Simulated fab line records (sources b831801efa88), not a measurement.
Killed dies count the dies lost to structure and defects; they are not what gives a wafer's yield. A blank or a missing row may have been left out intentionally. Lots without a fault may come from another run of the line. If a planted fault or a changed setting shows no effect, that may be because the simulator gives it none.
Problem report, 8D (eight disciplines) form, completed by code    flow gf180mcu    the parts of the form that need people (team, actions taken, sign-off) are left out

## 1. WHAT IS WRONG
Wafers without a fault read 5.07e-06 Torr, standard deviation 2.7e-07; end_station_pressure_torr at GF_DNWELL_IMPLANT_07 reads a mean of 9.77e-05 Torr on 6 wafers belonging to 2 lots. That is +99 or more standard deviations from the usual mean.
First seen on wafer L551.2, day 5 19:52, on implanter-04. The record holds 18 wafers of 6 lots with a number at this step. Rule for "out", or "out of limits": more than 4 standard deviations from the usual mean. The other wafers with a number count as sound.

## 2. WHAT IT IS AND WHAT IT IS NOT
question                     is                                                        is not
which readings at this step  end_station_pressure_torr, beam_on_s, faraday_current_uA  beam_energy_keV
which lots                   L551, L552                                                L545, L547, L553, L555
which wafers of those lots   all that have a number                                    -
read on which tools          implanter-04                                              implanter-02, implanter-03
when                         from day 5 19:52                                          up to then (6 sound wafers); but 6 sound wafers of L553, L555 came after

## 3. THE SUSPECTS, EACH WITH WHAT RULES IT OUT
Counting: a tool stays on the suspect list if, at a process step up to the reading, it processed all lots that are out and no sound lot following the first of them.
- implanter-04 at GF_DNWELL_IMPLANT_07: kept. Every lot that is out went through it, starting with L551 (day 5 19:52), and after that it ran no sound lot; the last sound lot it ran before then is L547 (day 5 02:07). Its own readings are out on those wafers: beam_on_s, end_station_pressure_torr, faraday_current_uA.
The count leaves implanter-04 at GF_DNWELL_IMPLANT_07.

## 4. THE CAUSE (what the simulator had put in)
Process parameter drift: implanter-04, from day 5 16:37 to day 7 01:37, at GF_DNWELL_IMPLANT_07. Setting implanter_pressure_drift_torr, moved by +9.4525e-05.
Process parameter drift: implanter-04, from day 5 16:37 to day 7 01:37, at GF_DNWELL_IMPLANT_07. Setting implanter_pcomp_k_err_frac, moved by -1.
Counting left only this tool.

## 5. THE EFFECT CHAIN, in route order
One row per reading whose mean, taken over the struck wafers that have a number, lies over 3 standard deviations from the usual. Readings are gone through only where the record gives a usual standard deviation; hours: the median, over the lots, of the time from a lot's start at the first step in this table giving one to that lot's start at this step; sigmas: the change measured in usual standard deviations.
hours  step                  reading                    usual          on struck wafers  change     sigmas
0      GF_DNWELL_IMPLANT_07  beam_on_s                  10.03 s        12.11             +2.08      +9.9
0      GF_DNWELL_IMPLANT_07  end_station_pressure_torr  5.07e-06 Torr  9.77e-05          +9.27e-05  +99 or more
0      GF_DNWELL_IMPLANT_07  faraday_current_uA         56.2           46.9              -9.3       -7.7
Process steps it contains:
- GF_DNWELL_IMPLANT_07

## 6. HOW IT WOULD HAVE BEEN CAUGHT EARLIER
First out-of-limits reading in this record: day 5 19:52, which is 3 hours after fault onset at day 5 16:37.
